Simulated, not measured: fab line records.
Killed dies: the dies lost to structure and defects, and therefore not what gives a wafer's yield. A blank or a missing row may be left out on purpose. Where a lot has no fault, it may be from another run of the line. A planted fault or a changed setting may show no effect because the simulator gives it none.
Which tool was responsible? || flow sky130 || Sampling: 13 lots, 39 wafers, 4 of 708 route steps

== WHAT THE GAUGES READ, wafer by wafer ==
SKY_SONOS_TUNNEL_TW_MEAS_12. Usual: SONOS_TUNNEL_TW 197.9, standard deviation 2.6.
{"lot": "L215", "measured": "day 11 14:05", "on": "filmMetro-01", "SONOS_TUNNEL_TW": "200.9 200.5 199.2", "flag": ""}
{"lot": "L217", "measured": "day 11 20:34", "on": "filmMetro-01", "SONOS_TUNNEL_TW": "200.6 200.8 200.5", "flag": ""}
{"lot": "L218", "measured": "day 12 05:03", "on": "filmMetro-01", "SONOS_TUNNEL_TW": "200.4 200.5 199.8", "flag": ""}
{"lot": "L219", "measured": "day 12 10:00", "on": "filmMetro-01", "SONOS_TUNNEL_TW": "198.8 199.3 199.2", "flag": ""}
{"lot": "L220", "measured": "day 13 00:38", "on": "filmMetro-02", "SONOS_TUNNEL_TW": "192.2 192.1 193.2", "flag": ""}
{"lot": "L221", "measured": "day 13 08:00", "on": "filmMetro-03", "SONOS_TUNNEL_TW": "196.8 198.2 198.1", "flag": ""}
{"lot": "L222", "measured": "day 13 16:43", "on": "filmMetro-01", "SONOS_TUNNEL_TW": "200.6 201.3 200.7", "flag": ""}
{"lot": "L223", "measured": "day 13 23:55", "on": "filmMetro-03", "SONOS_TUNNEL_TW": "198.3 196.9 197.7", "flag": ""}
{"lot": "L224", "measured": "day 14 08:43", "on": "filmMetro-01", "SONOS_TUNNEL_TW": "200.7 200.3 200.2", "flag": ""}
{"lot": "L226", "measured": "day 14 22:17", "on": "filmMetro-03", "SONOS_TUNNEL_TW": "198.9 198.8 197.4", "flag": ""}
{"lot": "L230", "measured": "day 16 06:35", "on": "filmMetro-01", "SONOS_TUNNEL_TW": "200.4 201.2 200.8", "flag": ""}
{"lot": "L234", "measured": "day 17 20:28", "on": "filmMetro-02", "SONOS_TUNNEL_TW": "194.8 194.5 194.4", "flag": ""}
{"lot": "L238", "measured": "day 19 02:04", "on": "filmMetro-01", "SONOS_TUNNEL_TW": "199.5 199.9 199.2", "flag": ""}

SKY_LDD_LDN_OVL_MEAS_07. Usual: LDD_LDN_OVL -0.5 nm, standard deviation 1.2.
{"lot": "L215", "measured": "day 22 20:42", "on": "overlay-01", "LDD_LDN_OVL (nm)": "-0.4 0.3 -2.4", "flag": ""}
{"lot": "L217", "measured": "day 23 09:57", "on": "overlay-01", "LDD_LDN_OVL (nm)": "-1.1 -0.6 -0.7", "flag": ""}
{"lot": "L218", "measured": "day 23 18:17", "on": "overlay-01", "LDD_LDN_OVL (nm)": "-1.1 -1.0 -0.1", "flag": ""}
{"lot": "L219", "measured": "day 24 09:05", "on": "overlay-02", "LDD_LDN_OVL (nm)": "-3.0 0.1 0.0", "flag": ""}
{"lot": "L220", "measured": "day 24 15:44", "on": "overlay-02", "LDD_LDN_OVL (nm)": "-1.1 -2.0 -2.4", "flag": ""}
{"lot": "L221", "measured": "day 25 01:33", "on": "overlay-02", "LDD_LDN_OVL (nm)": "-1.0 -0.6 -1.4", "flag": ""}
{"lot": "L222", "measured": "day 25 09:50", "on": "overlay-02", "LDD_LDN_OVL (nm)": "-1.7 1.8 1.2", "flag": ""}
{"lot": "L223", "measured": "day 25 16:17", "on": "overlay-02", "LDD_LDN_OVL (nm)": "-0.5 0.6 -0.8", "flag": ""}
{"lot": "L224", "measured": "day 26 07:17", "on": "overlay-02", "LDD_LDN_OVL (nm)": "1.4 -1.3 -0.8", "flag": ""}
{"lot": "L226", "measured": "day 26 20:50", "on": "overlay-02", "LDD_LDN_OVL (nm)": "-1.7 -2.7 -4.1", "flag": ""}
{"lot": "L230", "measured": "day 28 08:00", "on": "overlay-02", "LDD_LDN_OVL (nm)": "0.4 -2.3 -0.6", "flag": ""}
{"lot": "L234", "measured": "day 29 17:06", "on": "overlay-01", "LDD_LDN_OVL (nm)": "1.7 -0.9 -0.4", "flag": ""}
{"lot": "L238", "measured": "day 30 19:02", "on": "overlay-01", "LDD_LDN_OVL (nm)": "0.4 0.3 1.5", "flag": ""}

SKY_POLY_CUT_CD_MEAS_08 targets a cd of 270 nm. Usual: 270.0 nm for cdNm, sd 1.5.
{"lot": "L215", "measured": "day 24 04:41", "on": "cdSem-01", "cdNm (nm)": "271.8 271.5 271.2", "flag": ""}
{"lot": "L217", "measured": "day 24 17:10", "on": "cdSem-02", "cdNm (nm)": "270.1 269.9 268.8", "flag": ""}
{"lot": "L218", "measured": "day 25 02:08", "on": "cdSem-02", "cdNm (nm)": "271.3 271.9 271.4", "flag": ""}
{"lot": "L219", "measured": "day 25 16:40", "on": "cdSem-02", "cdNm (nm)": "268.1 266.9 269.1", "flag": ""}
{"lot": "L220", "measured": "day 25 23:56", "on": "cdSem-02", "cdNm (nm)": "268.3 269.5 268.3", "flag": ""}
{"lot": "L221", "measured": "day 26 14:25", "on": "cdSem-01", "cdNm (nm)": "269.8 269.2 270.5", "flag": ""}
{"lot": "L222", "measured": "day 26 17:29", "on": "cdSem-02", "cdNm (nm)": "269.1 268.9 269.3", "flag": ""}
{"lot": "L223", "measured": "day 26 23:37", "on": "cdSem-01", "cdNm (nm)": "270.8 270.0 270.3", "flag": ""}
{"lot": "L224", "measured": "day 27 15:11", "on": "cdSem-01", "cdNm (nm)": "270.6 268.9 270.4", "flag": ""}
{"lot": "L226", "measured": "day 28 04:53", "on": "cdSem-01", "cdNm (nm)": "270.3 270.6 272.2", "flag": ""}
{"lot": "L230", "measured": "day 29 14:27", "on": "cdSem-02", "cdNm (nm)": "271.7 273.2 272.6", "flag": ""}
{"lot": "L234", "measured": "day 30 22:37", "on": "cdSem-02", "cdNm (nm)": "268.6 270.3 268.8", "flag": ""}
{"lot": "L238", "measured": "day 32 00:26", "on": "cdSem-02", "cdNm (nm)": "269.9 269.8 270.4", "flag": ""}

== WHAT TOOL EACH LOT RAN ON (gives the tool, then ch and the chambers of the sampled wafers, and finally the start) ==
{"lot": "L215", "SKY_LDD_LDN_EXPOSE_04": "ilineStepper-02 ch 0, day 22 05:25"}
{"lot": "L217", "SKY_LDD_LDN_EXPOSE_04": "ilineStepper-02 ch 0, day 22 18:57"}
{"lot": "L218", "SKY_LDD_LDN_EXPOSE_04": "ilineStepper-01 ch 0, day 23 03:37"}
{"lot": "L219", "SKY_LDD_LDN_EXPOSE_04": "ilineStepper-01 ch 0, day 23 17:55"}
{"lot": "L220", "SKY_LDD_LDN_EXPOSE_04": "ilineStepper-02 ch 0, day 24 00:31"}
{"lot": "L221", "SKY_LDD_LDN_EXPOSE_04": "ilineStepper-01 ch 0, day 24 11:32"}
{"lot": "L222", "SKY_LDD_LDN_EXPOSE_04": "ilineStepper-01 ch 0, day 24 19:26"}
{"lot": "L223", "SKY_LDD_LDN_EXPOSE_04": "ilineStepper-01 ch 0, day 25 01:24"}
{"lot": "L224", "SKY_LDD_LDN_EXPOSE_04": "ilineStepper-02 ch 0, day 25 16:34"}
{"lot": "L226", "SKY_LDD_LDN_EXPOSE_04": "ilineStepper-02 ch 0, day 26 06:37"}
{"lot": "L230", "SKY_LDD_LDN_EXPOSE_04": "ilineStepper-02 ch 0, day 27 17:40"}
{"lot": "L234", "SKY_LDD_LDN_EXPOSE_04": "ilineStepper-01 ch 0, day 29 02:53"}
{"lot": "L238", "SKY_LDD_LDN_EXPOSE_04": "ilineStepper-02 ch 0, day 30 05:56"}
- SKY_LDD_LDN_EXPOSE_04: exposes mask LDNTM, target cd 700 nm.

== WHAT THE TOOLS THEMSELVES READ (means of the sampled wafers that have a number; where no wafer has one, the mark that the record gives instead) ==
The record holds no such reading with a usual standard deviation.

== THE ANSWER, worked out from the rows above alone ==
Rule: a lot is off if the mean of its wafers that have a number lies more than 3 standard deviations from the usual mean. A lot without any number at a reading at which 4 lots or more have one is off too. All remaining lots with rows at the step are treated as sound. Order of review: gauges by route order, followed by the tools' own readings, for which a lot's mean as printed above is used. At the first step where some lot is off, the reading lying furthest off is the one used; lots without a number count as furthest.
No lot is off on any of the readings shown, so nothing can be concluded from this.

== WHAT THE SIMULATOR HAD PUT IN ==
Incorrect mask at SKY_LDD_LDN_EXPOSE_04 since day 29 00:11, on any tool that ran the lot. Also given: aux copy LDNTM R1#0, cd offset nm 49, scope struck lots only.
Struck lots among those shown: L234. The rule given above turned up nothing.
